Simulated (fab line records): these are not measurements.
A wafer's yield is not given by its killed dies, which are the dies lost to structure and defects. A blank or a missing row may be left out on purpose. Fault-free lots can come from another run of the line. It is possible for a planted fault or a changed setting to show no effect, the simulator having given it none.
A struck lot beside a sound one / flow gf180mcu / 15 steps out of a route of 602
Sound: the wafers L463.1, L463.5, L463.6. The struck wafers were L455.3, L455.4, L455.5. The cause is given at the end.
Each step with rows lists, per side, the tool, then ch with its chambers, then its first start. Under that, the readings that differ: sound wafers / struck wafers / difference of the means / sigmas: that difference in standard deviations of wafers without a fault.
alike: readings with means less than 2 such deviations apart, plus words and numbers identical on both sides. not compared: withheld readings, readings lacking a value on some wafer, bounds such as >300 that could conceal the same value, and numbers that have no deviation in the record and whose values overlap.
A row with sigmas, a row that says differs or no value, or rows on one side alone: a step with any of these is where the two part. Numbers that have no deviation but don't overlap get no sigmas and don't part them. Lack of a reading on every wafer of one side parts them only where that side has two or more wafers.

first, 1 step without rows for these wafers: GF_SAB_DEVELOP_08 (develop time 60 s).
GF_SAB_CD_MEAS_09: target cd 420 nm.
  struck on cdSem-01, day 17 13:53; sound on cdSem-02, day 19 19:14
  alike: cdNm
GF_SAB_OVL_MEAS_10:
  struck on overlay-02, day 17 13:58; sound on overlay-01, day 19 19:21
  alike: SAB_OVL
GF_SAB_ETCH_11: etches SiO2 in C4F8/O2/Ar, target depth 55 nm, time 8.5 s.
  sound on rieDiel-03 ch 0,3, day 19 19:23; struck on rieDiel-02 ch 0,1,2, day 17 13:59
  alike: oesProductAu
  not compared: rfHoursCounterH
then, 1 step without rows for these wafers: GF_SAB_WET_ETCH_12 (etches SiO2 in dHF, target depth 22 nm, time 440 s).
GF_SAB_STRIP_13: strips in O2/N2.
  sound on plasmaAsher-03 ch 0,1, day 19 19:32; struck on plasmaAsher-03 ch 0,1, day 17 14:11
  alike: drypumpMotorCurrentA, heaterPowerW, oesProductAu, stripTimeToEndpointS
  not compared: rfHoursCounterH
then, 2 steps without rows for these wafers: GF_SALICIDE_CLEAN_00 (cleans in SC1/SC2, time 150 s); GF_SALICIDE_WET_ETCH_01 (etches SiO2 in dHF, target depth 5 nm, time 100 s).
GF_SALICIDE_SPUTTER_02: material Co, target thk 10 nm, time 20 s.
  struck on pvdSputter-01, day 17 14:20; sound on pvdSputter-03, day 19 19:44
  alike: throttleValvePct
GF_SALICIDE_SPUTTER_03: material TiN, target thk 20 nm, time 16.7 s.
  struck on pvdSputter-01, day 17 14:22; sound on pvdSputter-03, day 19 19:46
  alike: throttleValvePct
GF_SALICIDE_RS_MEAS_04: uses a four-point probe to measure.
  struck on filmMetro-02, day 17 14:26; sound on filmMetro-02, day 19 19:47
  alike: SALICIDE_TIN_RS
GF_SALICIDE_THK_MEAS_05: measures by xrf.
  struck on filmMetro-02, day 17 14:32; sound on filmMetro-02, day 19 19:55
  alike: SALICIDE_TIN_THK
GF_SALICIDE_RTA_06: time 30 s.
  sound on rtpAnneal-02 ch 0, day 19 19:58; struck on rtpAnneal-02, day 17 14:37
  no value came back on the struck wafers for annealTempCMax, chamberO2Ppm, lampPowerPct (%), wafer_temp_C_max; on the sound wafers annealTempCMax reads 532.1 531.0 531.0
then, 1 step without rows for these wafers: GF_SALICIDE_WET_ETCH_07 (etches the open film in SPM, target depth 120 nm).
-- the record jumps here: 14 days lie between the struck wafers' starts before and after (it left off in module SALICIDE and takes up again in module PASSIVATION, whose first step shown is number 602 of the route) --
GF_PASSIVATION_PROBE_99:
  struck on prober-01, day 31 03:29; sound on prober-01, day 32 18:26
reading=model.etest.ppolySal.lineOhmUm; sound=27.82 28.45 27.73; struck=1205 1227 1239; difference=+1196; sigmas=
reading=model.etest.npolySal.lineOhmUm; sound=27.64 28.52 27.39; struck=1145 1179 1163; difference=+1134; sigmas=
reading=model.etest.pplusSal.lineOhmUm; sound=34.58 35.19 34.39; struck=835.2 849.4 838.6; difference=+806.3; sigmas=
reading=model.etest.ppolySal.rsOhmSq; sound=7.283 7.471 7.296; struck=336.2 345.9 347.1; difference=+335.7; sigmas=
reading=model.etest.npolySal.rsOhmSq; sound=7.259 7.437 7.241; struck=317.5 326.8 324.4; difference=+315.6; sigmas=
reading=model.etest.ppolyU.endOhm; sound=31.08 31.09 30.98; struck=279.2 272.1 284.9; difference=+247.7; sigmas=
reading=model.etest.nplusSal.lineOhmUm; sound=31.4 31.39 31.23; struck=270.7 270.8 272.5; difference=+240.0; sigmas=
reading=model.etest.contactPoly.rcOhm; sound=5.848 5.859 5.955; struck=234.3 226.8 240.6; difference=+228.0; sigmas=

## WHERE THEY PART
Only at GF_SALICIDE_RTA_06, within this record.

WHY: the cause the simulator had injected
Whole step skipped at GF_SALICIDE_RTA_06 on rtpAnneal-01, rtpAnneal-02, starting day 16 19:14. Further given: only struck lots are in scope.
